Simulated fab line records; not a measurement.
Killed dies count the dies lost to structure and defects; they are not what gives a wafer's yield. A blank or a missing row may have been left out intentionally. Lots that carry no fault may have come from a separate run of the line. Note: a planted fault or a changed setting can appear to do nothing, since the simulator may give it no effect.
Matching of chambers    flow gf180mcu    4 sister chambers for GF_V4_CMP_26 on cmp-02
The step polishes, stops on SiO2, t overpolish 15 s, target thk 0 nm. 18 wafers are shown with their chamber, then 9 later ones without.

== WAFERS WITH THEIR CHAMBER ==
wafer   chamber  motor-current-A (A)  time-to-endpoint-s (s)  head-pressure-psi (psi)
L730.2  2        11.1                 82                      3.499
L730.4  0        9.5                  86                      3.492
L730.5  2        11.8                 82                      3.499
L732.4  3        10.6                 84                      3.499
L732.5  3        10.0                 81                      3.508
L732.6  0        9.6                  86                      3.496
L733.1  1        10.5                 83                      3.491
L733.2  2        10.9                 90                      3.500
L733.4  0        9.5                  91                      3.498
L737.2  0        9.6                  91                      3.497
L737.5  0        9.6                  88                      3.489
L737.6  1        10.1                 80                      3.499
L738.1  1        10.4                 79                      3.503
L738.5  1        10.0                 82                      3.500
L738.6  0        9.7                  89                      3.497
L747.1  1        10.3                 78                      3.501
L747.3  0        8.9                  88                      3.497
L747.4  2        11.6                 86                      3.499

SIGNATURES, as means of the wafers listed above
reading             chamber 0  chamber 1  chamber 2  chamber 3  scatter within a chamber
motor-current-A     9.486      10.260     11.350     10.300     0.306
time-to-endpoint-s  88.43      80.40      85.00      82.50      2.56
head-pressure-psi   3.49514    3.49880    3.49925    3.50350    0.00371
Rule: a wafer's distance from a chamber is the root of the sum, over the readings, of the square of ((its reading less the chamber's mean) divided by the reading's scatter). If the next closest chamber is less than 2 further off than the closest, the wafer can't be placed; otherwise it belongs to the closest. How the scatter is found: for the shown wafers, subtract from each reading the mean of its chamber, square and add these, divide the total by (wafers less chambers), then take the root.

== WAFERS WITHOUT THEIR CHAMBER ==
wafer   motor-current-A (A)  time-to-endpoint-s (s)  head-pressure-psi (psi)
L748.4  10.3                 85                      3.502
L748.5  10.5                 80                      3.502
L748.6  11.3                 85                      3.488
L749.1  10.1                 85                      3.506
L749.2  11.1                 85                      3.508
L749.6  10.5                 78                      3.509
L751.1  10.5                 78                      3.506
L751.3  11.3                 85                      3.510
L751.5  9.5                  85                      3.495

== CHAMBER TAKEN BY EACH ==
wafer   from the rows above           in truth
L748.4  can't be placed: 3 or 1       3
L748.5  can't be placed: 1 or 3       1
L748.6  can't be placed: 2 or 1       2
L749.1  can't be placed: 3 or 1       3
L749.2  can't be placed: 2 or 3 or 1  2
L749.6  can't be placed: 3 or 1       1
L751.1  can't be placed: 3 or 1       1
L751.3  can't be placed: 2 or 3 or 1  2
L751.5  can't be placed: 0 or 1       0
Correctly placed: 0 of 9. These rows do not allow placing 9 (true chamber among the candidates in 9). Wrongly placed: 0.
